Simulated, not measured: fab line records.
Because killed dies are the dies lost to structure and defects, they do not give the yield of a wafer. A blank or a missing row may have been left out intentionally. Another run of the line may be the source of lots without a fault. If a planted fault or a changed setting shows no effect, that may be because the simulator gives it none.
Which tool did it?    flow gf180mcu    13 lots with 39 wafers sampled at 5 steps, on a route of 602 steps

== WHAT THE GAUGES READ, wafer by wafer ==
GF_HV_LDD_CD_MEAS_07: the cd target is 400 nm.
lot   measured      on         cd_nm (nm)
L905  day 10 03:17  cd_sem-02  402.5 401.1 402.0
L907  day 10 10:26  cd_sem-02  400.2 398.0 399.2
L909  day 11 04:29  cd_sem-02  402.1 401.9 401.8
L910  day 11 13:26  cd_sem-01  398.1 399.8 401.3
L911  day 12 01:35  cd_sem-02  400.2 400.7 400.2
L914  day 12 19:54  cd_sem-02  398.4 398.5 398.6
L915  day 13 02:48  cd_sem-02  396.1 395.5 395.7
L919  day 14 02:54  cd_sem-02  402.2 399.3 400.8
L921  day 14 15:59  cd_sem-01  401.7 402.4 403.0
L922  day 14 23:53  cd_sem-01  393.7 395.8 396.2
L924  day 15 11:58  cd_sem-01  399.5 399.0 399.2
L925  day 15 19:27  cd_sem-01  401.2 400.2 400.9
L926  day 16 03:22  cd_sem-02  394.3 397.3 396.9

GF_HV_LDD_RS_MEAS_53: measures by four-point-probe.
lot   measured      on             HV_LDD_RS (ohm/sq)
L905  day 12 09:43  film_metro-01  417.5 418.1 418.7
L907  day 12 18:42  film_metro-01  419.1 419.4 418.0
L909  day 13 15:13  film_metro-04  420.4 419.9 419.4
L910  day 14 00:37  film_metro-04  419.3 419.9 419.7
L911  day 14 14:07  film_metro-02  418.0 420.2 418.8
L914  day 15 10:44  film_metro-01  418.3 418.9 419.6
L915  day 15 17:02  film_metro-04  419.6 419.6 419.9
L919  day 16 20:17  film_metro-04  419.0 419.9 420.5
L921  day 17 10:19  film_metro-04  418.3 418.4 419.1
L922  day 17 18:28  film_metro-02  411.2 412.4 411.7
L924  day 18 09:00  film_metro-01  409.4 409.6 409.8
L925  day 18 16:14  film_metro-04  419.6 417.7 418.0
L926  day 19 01:05  film_metro-04  419.3 419.4 419.8

GF_HV_LDD_THK_MEAS_55.
lot   measured      on             HV_LDD_CVD_54_THK (nm)
L905  day 12 11:01  film_metro-04  9.95 10.13 10.05
L907  day 12 20:43  film_metro-02  9.87 9.93 9.78
L909  day 13 16:22  film_metro-02  9.99 10.02 10.01
L910  day 14 01:46  film_metro-01  9.70 9.69 9.69
L911  day 14 15:16  film_metro-02  10.02 10.05 9.98
L914  day 15 11:52  film_metro-02  10.09 9.98 9.99
L915  day 15 18:35  film_metro-01  9.88 10.02 9.98
L919  day 16 22:41  film_metro-04  9.85 9.87 10.02
L921  day 17 12:13  film_metro-02  9.92 9.76 9.92
L922  day 17 19:35  film_metro-02  9.68 9.72 9.68
L924  day 18 10:07  film_metro-04  9.98 10.00 10.15
L925  day 18 17:22  film_metro-04  9.90 9.81 10.00
L926  day 19 02:13  film_metro-04  9.74 9.95 9.83

== EACH LOT AND THE TOOL THAT RAN IT (in order: tool; ch and the chambers of the sampled wafers; start) ==
lot   GF_HV_LDD_STRIP_10                    GF_HV_LDD_IMPLANT_35
L905  plasma_asher-01 ch 0,1, day 10 03:35  implanter-02 ch 0, day 11 15:12
L907  plasma_asher-04 ch 0,1, day 10 10:44  implanter-02 ch 0, day 11 22:42
L909  plasma_asher-01 ch 0,1, day 11 04:47  implanter-02 ch 0, day 12 18:50
L910  plasma_asher-02 ch 0,1, day 11 13:45  implanter-01 ch 0, day 13 03:50
L911  plasma_asher-02 ch 0,1, day 12 01:53  implanter-02 ch 0, day 13 16:48
L914  plasma_asher-02 ch 0,1, day 12 20:11  implanter-01 ch 0, day 14 12:49
L915  plasma_asher-04 ch 0,1, day 13 03:05  implanter-02 ch 0, day 14 19:34
L919  plasma_asher-02 ch 0,1, day 14 03:11  implanter-01 ch 0, day 15 22:13
L921  plasma_asher-02 ch 0,1, day 14 16:17  implanter-03 ch 0, day 16 11:23
L922  plasma_asher-04 ch 0,1, day 15 00:10  implanter-02 ch 0, day 16 19:25
L924  plasma_asher-04 ch 0,1, day 15 12:22  implanter-02 ch 0, day 17 08:47
L925  plasma_asher-01 ch 1, day 15 19:44    implanter-01 ch 0, day 17 15:49
L926  plasma_asher-04 ch 0,1, day 16 03:38  implanter-01 ch 0, day 18 00:16
- GF_HV_LDD_STRIP_10: strips in O2/N2.
- GF_HV_LDD_IMPLANT_35

== AS READ BY THE TOOLS THEMSELVES (means over the sampled wafers that have a number; for cases with no such wafer, the mark the record gives instead) ==
GF_HV_LDD_STRIP_10.
lot   tool             drypump_motor_current_A (A)  heater_power_w (W)  oes_product_au (a.u.)  strip_time_to_endpoint_s (s)
L905  plasma_asher-01  5.4                          336                 0.711                  12.65
L907  plasma_asher-04  6.2                          346                 0.715                  12.65
L909  plasma_asher-01  5.2                          346                 0.713                  12.69
L910  plasma_asher-02  5.9                          330                 0.715                  12.64
L911  plasma_asher-02  6.2                          345                 0.721                  12.59
L914  plasma_asher-02  6.2                          346                 0.718                  12.56
L915  plasma_asher-04  6.2                          345                 0.719                  12.63
L919  plasma_asher-02  5.9                          328                 0.720                  12.55
L921  plasma_asher-02  5.9                          325                 0.713                  12.58
L922  plasma_asher-04  6.0                          343                 0.722                  12.63
L924  plasma_asher-04  6.1                          344                 0.720                  12.71
L925  plasma_asher-01  5.0                          346                 0.719                  12.62
L926  plasma_asher-04  6.1                          341                 0.714                  12.68

GF_HV_LDD_IMPLANT_35.
lot   tool          beam_energy_keV  beam_on_s (s)  tilt_deg (degrees)
L905  implanter-02  60.005           9.90           29.977
L907  implanter-02  59.978           10.06          29.994
L909  implanter-02  59.988           10.08          30.018
L910  implanter-01  59.997           9.76           30.027
L911  implanter-02  59.993           10.01          29.986
L914  implanter-01  59.995           10.04          29.972
L915  implanter-02  59.993           9.91           30.009
L919  implanter-01  59.989           10.07          30.003
L921  implanter-03  60.000           10.10          29.998
L922  implanter-02  52.494           10.06          30.022
L924  implanter-02  52.485           10.11          30.013
L925  implanter-01  59.979           10.12          29.998
L926  implanter-01  60.010           9.84           30.038

== THE ANSWER, worked out from the rows above alone ==
Rule: the lots themselves supply what counts as usual. Put in order of their means at a reading, lots are off if they are a third of the lots or fewer, leave a main group of 4 or more, and stand apart from it by a gap of 3 or more times the standard deviation of the main group's means; of several such gaps the widest counts. Not used: any main group whose means are identical at the precision the tables above print for the reading. A lot without any number at a reading at which 4 lots or more have one is off too. The other lots that the step has rows for count as sound. First the gauges in route order, then the tools' own readings, where a lot's mean is used as printed above. The first step at which some lot is off is used, and at that step the reading that is off furthest; a lot without a number counts as furthest.
Off: L922, L924, seen at GF_HV_LDD_RS_MEAS_53 (HV_LDD_RS). The main group: mean 419.1 ohm/sq, standard deviation 0.58.
If a tool, at a process step before that reading, ran all the lots that are off and no sound lot after the first of them, it fits. The gauges at GF_HV_LDD_RS_MEAS_53 aren't tried: what is off there is off at GF_HV_LDD_IMPLANT_35 too, on other tools, and a gauge's error can't cause that. One candidate fits, namely implanter-02 at GF_HV_LDD_IMPLANT_35. A fault onset in the window from L915 (day 14 19:34, its last sound lot) to L922 (day 16 19:25, its first lot off) fits.
On the lots that are off, the tool's own readings at GF_HV_LDD_IMPLANT_35 differ by more than 5 times the standard deviation of the sound lots' means, which bears it out; beam_energy_keV reads 52.489 there versus 59.993 on the sound lots.

== WHAT HAD BEEN PUT IN BY THE SIMULATOR ==
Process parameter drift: implanter-02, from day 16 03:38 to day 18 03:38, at GF_HV_LDD_IMPLANT_35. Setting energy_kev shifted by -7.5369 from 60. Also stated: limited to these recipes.
Shown lots that were struck: L922, L924. The rule given above showed the same thing.
